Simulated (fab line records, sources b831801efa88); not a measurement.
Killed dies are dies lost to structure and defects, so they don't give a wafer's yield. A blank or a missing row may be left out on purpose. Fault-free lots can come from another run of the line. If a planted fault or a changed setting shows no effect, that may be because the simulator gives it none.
A lot that was struck, set against a sound lot :: flow sky130 :: 43 steps out of a route of 708
Sound: the wafers L785.2, L785.3, L785.4. Struck: wafer L800.1. (L800.4, L800.5 of the same lot were not struck and are left out.) The cause comes at the end.
Order at every step that has rows: each side's tool, ch and its chambers, its first start. Under that, the readings that differ: sound wafers :: struck wafers :: difference of the means :: sigmas: that difference in standard deviations of wafers without a fault.
alike: words and numbers the same on both sides, and readings whose means are apart by under 2 such deviations; not compared: readings that were withheld, readings missing a value for some wafer, numbers with overlapping values and no deviation given by the record, and bounds like >300 which may hide the same value.
Wherever a step has rows on one side only, a row that says differs or no value, or a row with sigmas, the two part there. Non-overlapping numbers with no deviation appear without sigmas and do not part them. A reading missing from all wafers of one side parts the sides only when that side holds two or more wafers.

SKY_VIA2_CD_MEAS_12: target cd 200 nm.
  sound on cd sem-01, day 36 04:10; struck on cd sem-02, day 40 16:04
  alike: cd nm
SKY_VIA2_OVL_MEAS_13:
  sound on overlay-01, day 36 04:16; struck on overlay-01, day 40 16:11
  alike: VIA2_OVL
then, 2 steps without rows for these wafers: SKY_VIA2_ETCH_14 (etches BARC in N2/H2, stops on SiO2, time 45.9 s, target depth 60 nm); SKY_VIA2_ETCH_15 (etches SiO2 in C4F8/O2/Ar, stops on TiN, target depth 546 nm, time 84 s).
SKY_VIA2_STRIP_16: strips in O2/N2.
  sound on plasma asher-03 ch 0,1, day 36 04:25; struck on plasma asher-04 ch 1, day 40 16:20
  alike: drypump motor current A, oes product au, strip time to endpoint s
  not compared: rf hours counter h
then, 5 steps without rows for these wafers: SKY_VIA2_STRIP_17 (strips in post etch residue remover, time 1200 s); SKY_VIA2_CLEAN_18 (cleans in IPA, time 180 s); SKY_VIA2_CLEAN_19 (cleans in O3/DIW); SKY_VIA2_SPUTTER_20 (material TiN, target thk 20 nm, time 80 s); SKY_VIA2_CVD_21 (deposits W, target thk 420 nm, time 126.4 s).
SKY_VIA2_RS_MEAS_22: measures by four-point-probe.
  sound on film metro-04, day 36 05:21; struck on film metro-03, day 40 17:07
  alike: VIA2_W_RS
SKY_VIA2_THK_MEAS_23: measures by xrf.
  sound on film metro-04, day 36 05:28; struck on film metro-03, day 40 17:14
  alike: VIA2_W_THK
SKY_VIA2_CMP_24: polishes, stops on SiO2, t overpolish 20 s, target thk 0 nm.
  sound on cmp-01 ch 1,2,3, day 36 05:34; struck on cmp-01 ch 1, day 40 17:17
  alike: motor current A, overpolish run s, time to endpoint s
then, 2 steps without rows for these wafers: SKY_METAL3_SPUTTER_00 (material Ti, target thk 15 nm, time 10 s); SKY_METAL3_SPUTTER_01 (material TiN, target thk 20 nm, time 16.7 s).
SKY_METAL3_SPUTTER_02: material AlCu, target thk 735 nm, time 39.1 s.
  sound on pvd sputter-01, day 36 05:52; struck on pvd sputter-01, day 40 17:38
reading: throttle valve pct (%)
sound: 29.7 30.2 30.3
struck: 31.7
difference: +1.6
sigmas: +2
SKY_METAL3_SPUTTER_03: material Ti, target thk 5 nm, time 3.3 s.
  sound on pvd sputter-01, day 36 05:54; struck on pvd sputter-01, day 40 17:41
reading: throttle valve pct (%)
sound: 30.0 30.3 30.0
struck: 31.9
difference: +1.8
sigmas: +3
SKY_METAL3_SPUTTER_04: material TiN, target thk 70 nm, time 58.3 s.
  sound on pvd sputter-01, day 36 05:55; struck on pvd sputter-01, day 40 17:41
reading: throttle valve pct (%)
sound: 30.1 30.2 30.1
struck: 31.7
difference: +1.6
sigmas: +2
then, 1 step without rows for these wafers: SKY_CAPM_CVD_00 (deposits SiO2, target thk 15.5 nm).
SKY_CAPM_THK_MEAS_01:
  sound on film metro-02, day 36 06:00; struck on film metro-04, day 40 17:46
  alike: CAPM_CVD_00_THK
SKY_CAPM_SPUTTER_02: material TiN, target thk 200 nm, time 166.7 s.
  sound on pvd sputter-02, day 36 06:03; struck on pvd sputter-03, day 40 17:50
  alike: throttle valve pct
SKY_CAPM_RS_MEAS_03: measures by four-point-probe.
  sound on film metro-04, day 36 06:10; struck on film metro-02, day 40 17:56
  alike: CAPM_TIN_RS
SKY_CAPM_THK_MEAS_04: measures by xrf.
  sound on film metro-04, day 36 06:17; struck on film metro-02, day 40 18:03
  alike: CAPM_TIN_THK
then, 7 steps without rows for these wafers: SKY_CAPM_DEHYDRATE_05 (time 60 s); SKY_CAPM_HMDS_06 (prime time 60 s); SKY_CAPM_COAT_07 (resist thk 1140 nm); SKY_CAPM_SOFTBAKE_08 (time 60 s); SKY_CAPM_EXPOSE_09 (exposes mask CAPM, target cd 1000 nm); SKY_CAPM_PEB_10; SKY_CAPM_DEVELOP_11 (develop time 60 s).
SKY_CAPM_OVL_MEAS_12:
  sound on overlay-02, day 37 08:09; struck on overlay-02, day 41 19:20
  alike: CAPM_OVL
then, 11 steps without rows for these wafers: SKY_CAPM_METAL_ETCH_13 (etches TiN in Cl2/BCl3, stops on SiO2, target depth 220 nm, time 62.9 s); SKY_CAPM_STRIP_14 (strips in O2/N2); SKY_CAPM_STRIP_15 (strips in post etch residue remover, time 1200 s); SKY_CAPM_CLEAN_16 (cleans in IPA, time 180 s); SKY_CAPM_CLEAN_17 (cleans in O3/DIW); SKY_METAL3_DEHYDRATE_05 (time 60 s); SKY_METAL3_HMDS_06 (prime time 60 s); SKY_METAL3_COAT_07 (resist thk 60 nm); SKY_METAL3_COAT_08 (resist thk 1140 nm); SKY_METAL3_SOFTBAKE_09 (time 90 s); SKY_METAL3_EXPOSE_10 (exposes mask MM3, target cd 300 nm).
-- the record jumps here: 7 days lie between the struck wafers' starts before and after (it left off in module METAL3 and takes up again in module PAD_OPEN, whose first step shown is number 708 of the route) --
SKY_PAD_OPEN_PROBE_99:
  sound on prober-01, day 45 18:12; struck on prober-02, day 49 05:07
reading: defect limited yield (%)
sound: 80.1 81.1 82.5
struck: 56.5
difference: -24.7
sigmas: -13

reading: killed_at_M0_to_M3
sound: 50 54 38
struck: 181
difference: +134
sigmas: +20

reading: killed dies
sound: 98 93 86
struck: 214
difference: +122
sigmas: +13

reading: killed on rim
sound: 23 21 20
struck: 44
difference: +23
sigmas: +6

reading: killed open
sound: 50 54 44
struck: 31
difference: -18
sigmas: -3

reading: sort_bin_3_pad_short (%)
sound: 2.2 0 0.6
struck: 3.3
difference: +2.4
sigmas: +5

reading: sort_bin_5_function (%)
sound: 7.9 12.2 10.4
struck: 25.6
difference: +15.4
sigmas: +10

reading: sort_bin_6_memory (%)
sound: 9.8 6.7 6.5
struck: 14.6
difference: +6.9
sigmas: +6

reading: sort n pass
sound: 394 399 406
struck: 278
difference: -122
sigmas: -13

reading: sort yield pct (%)
sound: 80.1 81.1 82.5
struck: 56.5
difference: -24.7
sigmas: -13

reading: model.etest.tester.sort n pass
sound: 394 399 406
struck: 278
difference: -122
sigmas: 

reading: model.etest.tester.sort yield pct (%)
sound: 80.08 81.1 82.52
struck: 56.5
difference: -24.7
sigmas: 

reading: model.etest.tester.sort_bin_5_pct (%)
sound: 7.927 12.2 10.37
struck: 25.61
difference: +15.44
sigmas: 

reading: model.etest.tester.sort_bin_6_pct (%)
sound: 9.756 6.707 6.504
struck: 14.63
difference: +6.97
sigmas: 

reading: model.etest.tester.sort_bin_3_pct (%)
sound: 2.236 0 0.6098
struck: 3.252
difference: +2.303
sigmas: 
  alike: killed_at_M4_up, killed at contacts, killed at front end, killed at other, killed short

WHERE THEY PART
Last at SKY_PAD_OPEN_PROBE_99 as far as this record goes, first at SKY_METAL3_SPUTTER_02.

WHY: the cause the simulator had injected
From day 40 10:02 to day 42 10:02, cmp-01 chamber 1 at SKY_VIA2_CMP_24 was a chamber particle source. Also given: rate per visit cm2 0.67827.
